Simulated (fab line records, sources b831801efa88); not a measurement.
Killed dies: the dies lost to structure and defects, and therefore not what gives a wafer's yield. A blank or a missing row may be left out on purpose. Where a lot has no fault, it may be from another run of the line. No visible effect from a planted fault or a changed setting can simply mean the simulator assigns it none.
What tool caused it? + flow gf180mcu + Sampling: 6 lots, 18 wafers, 2 of 602 route steps

== WHAT EACH GAUGE READ, for each wafer ==
GF_SALICIDE_RS_MEAS_04: measures by four-point-probe.
| lot  | measured     | on           | SALICIDE_TIN_RS (ohm/sq) |
|------|--------------|--------------|--------------------------|
| L646 | day 15 12:04 | filmMetro-04 | 16.4 16.5 16.4           |
| L648 | day 16 03:33 | filmMetro-03 | 16.2 15.9 16.1           |
| L652 | day 17 13:43 | filmMetro-04 | 16.4 16.9 16.7           |
| L655 | day 18 19:04 | filmMetro-01 | 16.6 16.1 15.6           |
| L658 | day 19 16:25 | filmMetro-01 | 15.6 16.2 16.2           |
| L667 | day 22 20:25 | filmMetro-03 | 16.6 33.9 16.5           |

== WHICH TOOL RAN EACH LOT (tool, then ch and the chambers of the sampled wafers, then the start) ==
| lot  | GF_SALICIDE_SPUTTER_02      |
|------|-----------------------------|
| L646 | pvdSputter-04, day 15 12:01 |
| L648 | pvdSputter-03, day 16 03:30 |
| L652 | pvdSputter-04, day 17 13:39 |
| L655 | pvdSputter-04, day 18 18:59 |
| L658 | pvdSputter-04, day 19 16:22 |
| L667 | pvdSputter-01, day 22 20:21 |
- GF_SALICIDE_SPUTTER_02: material Co, target thk 10 nm, time 20 s.

== THE ANSWER, worked out from the rows above alone ==
Rule: what is usual is taken from the lots themselves. Put in order of their means at a reading, lots are off if they are a third of the lots or fewer, leave a main group of 4 or more, and stand apart from it by a gap of 3 or more times the standard deviation of the main group's means; of several such gaps the widest counts. The tables above print the reading to a certain number of digits; a main group whose means all agree to those digits is not used. A lot without any number at a reading at which 4 lots or more have one is off too. All remaining lots with rows at the step are treated as sound.
Off: L667, seen at GF_SALICIDE_RS_MEAS_04 (SALICIDE_TIN_RS). For the main group the mean is 16.3 ohm/sq and the standard deviation 0.26.
A tool fits if, at a process step before that reading, it ran every lot that is off, and no sound lot after the first of them. Those tools and the gauges at GF_SALICIDE_RS_MEAS_04 are tried in the same way. 2 tools fit, pvdSputter-01 at GF_SALICIDE_SPUTTER_02 and filmMetro-03 at GF_SALICIDE_RS_MEAS_04, so this cannot tell which one it is.

== WHAT THE SIMULATOR HAD PUT IN ==
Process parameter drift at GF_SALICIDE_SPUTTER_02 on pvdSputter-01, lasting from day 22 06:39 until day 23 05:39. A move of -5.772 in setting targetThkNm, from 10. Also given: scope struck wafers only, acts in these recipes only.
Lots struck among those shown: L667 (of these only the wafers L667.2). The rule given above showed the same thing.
